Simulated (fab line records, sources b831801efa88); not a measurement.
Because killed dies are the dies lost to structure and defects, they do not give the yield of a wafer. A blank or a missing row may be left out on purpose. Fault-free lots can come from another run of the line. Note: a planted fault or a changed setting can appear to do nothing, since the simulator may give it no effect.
What tool caused it?    flow sky130    36 wafers sampled from 12 lots at 1 step of a route of 708

WHAT THE GAUGES READ, wafer by wafer
SKY_LI_CONTACT_CD_MEAS_12: target cd 170 nm.
lot   measured      on         cd-nm (nm)
L074  day 29 16:04  cd-sem-02  171.7 171.2 171.4
L076  day 30 07:53  cd-sem-02  168.5 167.7 169.8
L079  day 31 08:26  cd-sem-01  167.4 169.9 169.1
L080  day 31 17:41  cd-sem-02  169.3 169.6 169.0
L083  day 32 08:43  cd-sem-01  171.7 171.0 172.0
L085  day 32 18:24  cd-sem-02  170.1 171.9 170.6
L087  day 33 16:16  cd-sem-02  170.1 170.9 170.3
L089  day 34 05:38  cd-sem-01  169.4 168.0 169.9
L091  day 34 16:18  cd-sem-01  170.4 171.3 171.2
L093  day 35 04:28  cd-sem-02  169.3 168.3 170.4
L095  day 35 14:06  cd-sem-02  169.7 170.7 170.7
L097  day 36 06:22  cd-sem-01  171.8 169.7 170.3

EACH LOT AND THE TOOL THAT RAN IT (in order: tool; ch and the chambers of the sampled wafers; start)
Record: no process step prior to these readings.

THE ANSWER, worked out from the rows above alone
Rule: the usual values come from the lots themselves. Put in order of their means at a reading, lots are off if they are a third of the lots or fewer, leave a main group of 4 or more, and stand apart from it by a gap of 3 or more times the standard deviation of the main group's means; of several such gaps the widest counts. If all means in a main group match to the digits the tables above print for the reading, that group is not used. A lot without any number at a reading at which 4 lots or more have one is off too. Any other lot the step has rows for is counted as sound.
Across all readings shown, no lot is off: no conclusion can be drawn from this.

WHAT THE SIMULATOR PUT IN
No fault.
